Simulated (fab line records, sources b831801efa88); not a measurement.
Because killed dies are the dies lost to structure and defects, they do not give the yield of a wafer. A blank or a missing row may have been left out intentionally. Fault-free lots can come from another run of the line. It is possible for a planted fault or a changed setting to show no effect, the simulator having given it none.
The same fault as seen by 2 desks / flow gf180mcu / every desk sees just its own numbers, and what lay behind them comes last

## AT THE TOOL OWNER'S DESK: rtp_anneal-01
At GF_PSD_RTA_13 (time 20 s), the tool's own readings, given per lot that ran on this tool as the mean of the sampled wafers with a number. Any lot whose mean is over 4 standard deviations away from the usual mean is out of limits and marked OUT; that distance is given in the brackets.
Columns: A = anneal_temp_c_max at GF_PSD_RTA_13, usual 1029.6; B = lamp_power_pct at GF_PSD_RTA_13, usual 36.6 %; C = wafer_temp_C_max at GF_PSD_RTA_13, usual 1029.2
lot=L124; first seen here=day 13 23:27; A=1029.2; B=39.2; C=1028.9
lot=L130; first seen here=day 16 18:53; A=1029.6; B=39.2; C=1028.7
lot=L131; first seen here=day 17 01:28; A=1029.3; B=39.3; C=1028.2
lot=L132; first seen here=day 17 04:04; A=1029.0; B=39.2; C=1029.5
lot=L135; first seen here=day 18 08:26; A=1029.5; B=39.2; C=1029.2
lot=L137; first seen here=day 18 20:23; A=1029.4; B=39.3; C=1029.5
lot=L145; first seen here=day 21 16:23; A=1030.3; B=39.3; C=1029.0
lot=L146; first seen here=day 21 19:53; A=1029.2; B=39.2; C=1028.5
lot=L147; first seen here=day 22 04:37; A=1029.5; B=39.3; C=1028.3
This desk found nothing out of limits on any of the 9 lots.

## AT THE METROLOGY DESK
Means of the sampled wafers that have a number, per lot and without regard to the tool the lot ran on: this is what the gauges read. Any lot whose mean is over 4 standard deviations away from the usual mean is out of limits and marked OUT; that distance is given in the brackets.
Columns: A = NSD_RS at GF_PSD_RS_MEAS_14, usual 46.14 ohm/sq; B = PSD_RS at GF_PSD_RS_MEAS_15, usual 108.54 ohm/sq; C = CONTACT_BOW at GF_CONTACT_BOW_MEAS_05, usual 65 um; D = cd_nm at GF_M1_CD_MEAS_14, usual 229.6 nm
lot=L124; first seen here=day 13 23:33; A=46.22; B=108.39; C=73; D=227.7
lot=L127; first seen here=day 15 04:28; A=46.13; B=108.42; C=61; D=227.7
lot=L128; first seen here=day 15 22:39; A=46.07; B=108.30; C=58; D=229.7
lot=L130; first seen here=day 16 18:58; A=45.98; B=108.53; C=65; D=229.2
lot=L131; first seen here=day 17 01:34; A=46.18; B=108.58; C=69; D=231.0
lot=L132; first seen here=day 17 04:15; A=42.55 (-50) OUT; B=98.59 (-38) OUT; C=60; D=230.7
lot=L135; first seen here=day 18 08:32; A=42.65 (-48) OUT; B=98.36 (-39) OUT; C=63; D=229.6
lot=L136; first seen here=day 18 14:55; A=46.18; B=108.56; C=65; D=229.9
lot=L137; first seen here=day 18 20:29; A=42.59 (-49) OUT; B=98.57 (-38) OUT; C=65; D=232.4
lot=L140; first seen here=day 20 03:17; A=46.11; B=108.43; C=65; D=228.5
lot=L145; first seen here=day 21 16:28; A=46.22; B=108.71; C=65; D=228.1
lot=L146; first seen here=day 21 19:59; A=46.13; B=108.19; C=62; D=229.9
lot=L147; first seen here=day 22 04:42; A=46.10; B=108.71; C=68; D=229.8
Per this desk, out of limits: L132, L135, L137; the first was L132, day 17 04:15 (NSD_RS at GF_PSD_RS_MEAS_14). In limits: L124, L127, L128, L130, L131, L136, L140, L145, L146, L147.

## ALL TOGETHER
At day 17 04:15 the metrology desk could have sounded an alarm, on L132, L135, L137.
Nothing out of limits was seen by the tool owner's desk.
On record at the tool owner's desk: L132, L135, L137, within its limits.
Of the lots named, all ran GF_PSD_RTA_13 on rtp_anneal-01.

## WHAT THE SIMULATOR PUT IN
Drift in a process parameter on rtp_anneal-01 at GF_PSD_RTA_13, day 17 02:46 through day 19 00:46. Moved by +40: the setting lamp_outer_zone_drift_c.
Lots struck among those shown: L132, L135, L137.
Hours from the fault's start to each desk's first reading out of limits: the metrology desk, 1.
